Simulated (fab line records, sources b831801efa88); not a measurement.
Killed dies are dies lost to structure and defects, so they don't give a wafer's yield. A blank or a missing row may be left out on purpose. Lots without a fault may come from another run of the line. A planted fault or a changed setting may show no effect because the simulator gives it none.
A struck lot beside a sound one | flow sky130 | 35 steps out of a route of 708
Sound: wafers L507.2, L507.5, L507.6. Struck: wafers L517.2, L517.5, L517.6. The cause comes at the end.
At each step with rows: each side's tool, then ch and its chambers, then its first start. Under that, the readings that differ: sound wafers | struck wafers | difference of the means | sigmas: that difference in standard deviations of wafers without a fault.
alike: readings whose means differ by less than 2 such deviations, and words and numbers that are the same on both sides. not compared: withheld readings, readings that some wafer has no value for, bounds like >300 that may hide the same value, and numbers for which the record gives no deviation and whose values overlap.
The two part at a step that has a row with sigmas, a row that says differs or no value, or rows on one side only. Numbers that don't overlap but have no deviation are shown without sigmas and don't part them. A reading that every wafer of one side lacks parts them only if that side has two wafers or more.

first, 8 steps without rows for these wafers: SKY_CAP2M_SPUTTER_02 (material TiN, target thk 200 nm, time 166.7 s); SKY_CAP2M_DEHYDRATE_05 (time 60 s); SKY_CAP2M_HMDS_06 (prime time 60 s); SKY_CAP2M_COAT_07 (resist thk 1140 nm); SKY_CAP2M_SOFTBAKE_08 (time 60 s); SKY_CAP2M_EXPOSE_09 (exposes mask CAP2M, target cd 1000 nm); SKY_CAP2M_PEB_10; SKY_CAP2M_DEVELOP_11 (develop time 60 s).
SKY_CAP2M_METAL_ETCH_13: etches TiN in Cl2/BCl3, stops on SiO2, target depth 220 nm, time 62.9 s.
  sound on rie_metal-01 ch 0,1, day 42 02:34; struck on rie_metal-01 ch 1, day 44 17:02
  alike: drypump_motor_current_A, oes_product_au, throttle_valve_pct
  not compared: rf_hours_counter_h
then, 25 steps without rows for these wafers: SKY_CAP2M_STRIP_14 (strips in O2/N2); SKY_CAP2M_STRIP_15 (strips in post etch residue remover, time 1200 s); SKY_CAP2M_CLEAN_16 (cleans in IPA, time 180 s); SKY_CAP2M_CLEAN_17 (cleans in O3/DIW); SKY_METAL4_DEHYDRATE_05 (time 60 s); SKY_METAL4_HMDS_06 (prime time 60 s); SKY_METAL4_COAT_07 (resist thk 60 nm); SKY_METAL4_COAT_08 (resist thk 1140 nm); SKY_METAL4_SOFTBAKE_09 (time 90 s); SKY_METAL4_EXPOSE_10 (exposes mask MM4, target cd 300 nm); SKY_METAL4_PEB_11; SKY_METAL4_DEVELOP_12 (develop time 60 s); SKY_METAL4_DESCUM_15 (chemistry O2, time 8 s); SKY_METAL4_ETCH_16 (etches BARC in N2/H2, stops on SiO2, time 88.2 s, target depth 60 nm); SKY_METAL4_ETCH_17 (etches SiO2 in C4F8/O2/Ar, stops on TiN, time 3.9 s, target depth 15 nm); SKY_METAL4_METAL_ETCH_18 (etches the open film in Cl2/BCl3, stops on SiO2, target depth 845 nm, time 183.1 s); SKY_METAL4_STRIP_19 (strips in O2/N2); SKY_METAL4_STRIP_20 (strips in post etch residue remover, time 1200 s); SKY_METAL4_CLEAN_21 (cleans in IPA, time 180 s); SKY_METAL4_CLEAN_22 (cleans in O3/DIW); SKY_VIA4_HDPCVD_00 (deposits SiO2, target thk 1750 nm, time 291.7 s); SKY_VIA4_CMP_02 (polishes SiO2); SKY_VIA4_DEHYDRATE_04 (time 60 s); SKY_VIA4_HMDS_05 (prime time 60 s); SKY_VIA4_COAT_06 (resist thk 1140 nm).
-- the record jumps here: 4 days lie between the struck wafers' starts before and after (it left off in module VIA4 and takes up again in module PAD_OPEN, whose first step shown is number 708 of the route) --
SKY_PAD_OPEN_PROBE_99:
  sound on prober-02, day 46 22:39; struck on prober-01, day 49 03:49
  reading                               | sound                | struck                                                                     | difference                   | sigmas
  hold                                  | - - -                | await_dispo/2.7h/release await_dispo/2.7h/release await_dispo/2.7h/release | no value on the sound wafers |
  defect_limited_yield (%)              | 81.5 81.5 86.6       | 73.0 70.9 70.3                                                             | -11.8                        | -5
  killed_at_other                       | 0 0 0                | 61 64 58                                                                   | +61                          | +99 or more
  killed_dies                           | 91 91 66             | 133 143 146                                                                | +58                          | +5
  sort_bin_3_pad_short (%)              | 0.6 0.4 0.4          | 3.5 4.9 2.8                                                                | +3.3                         | +8
  sort_bin_5_function (%)               | 11.8 13.0 8.3        | 17.3 18.3 19.3                                                             | +7.3                         | +5
  sort_n_pass                           | 401 401 426          | 359 349 346                                                                | -58                          | -5
  sort_yield_pct (%)                    | 81.5 81.5 86.6       | 73.0 70.9 70.3                                                             | -11.8                        | -5
  model.etest.tester.sort_n_pass        | 401 401 426          | 359 349 346                                                                | -58                          |
  model.etest.tester.sort_yield_pct (%) | 81.5 81.5 86.59      | 72.97 70.94 70.33                                                          | -11.78                       |
  model.etest.tester.sort_bin_5_pct (%) | 11.79 13.01 8.333    | 17.28 18.29 19.31                                                          | +7.25                        |
  model.etest.tester.sort_bin_3_pct (%) | 0.6098 0.4065 0.4065 | 3.455 4.878 2.846                                                          | +3.252                       |
  alike: killed_at_M0_to_M3, killed_at_M4_up, killed_at_contacts, killed_at_front_end, killed_open, killed_short, sort_bin_6_memory

WHERE THEY PART
Only at SKY_PAD_OPEN_PROBE_99, within this record.

WHY: what the simulator had put in
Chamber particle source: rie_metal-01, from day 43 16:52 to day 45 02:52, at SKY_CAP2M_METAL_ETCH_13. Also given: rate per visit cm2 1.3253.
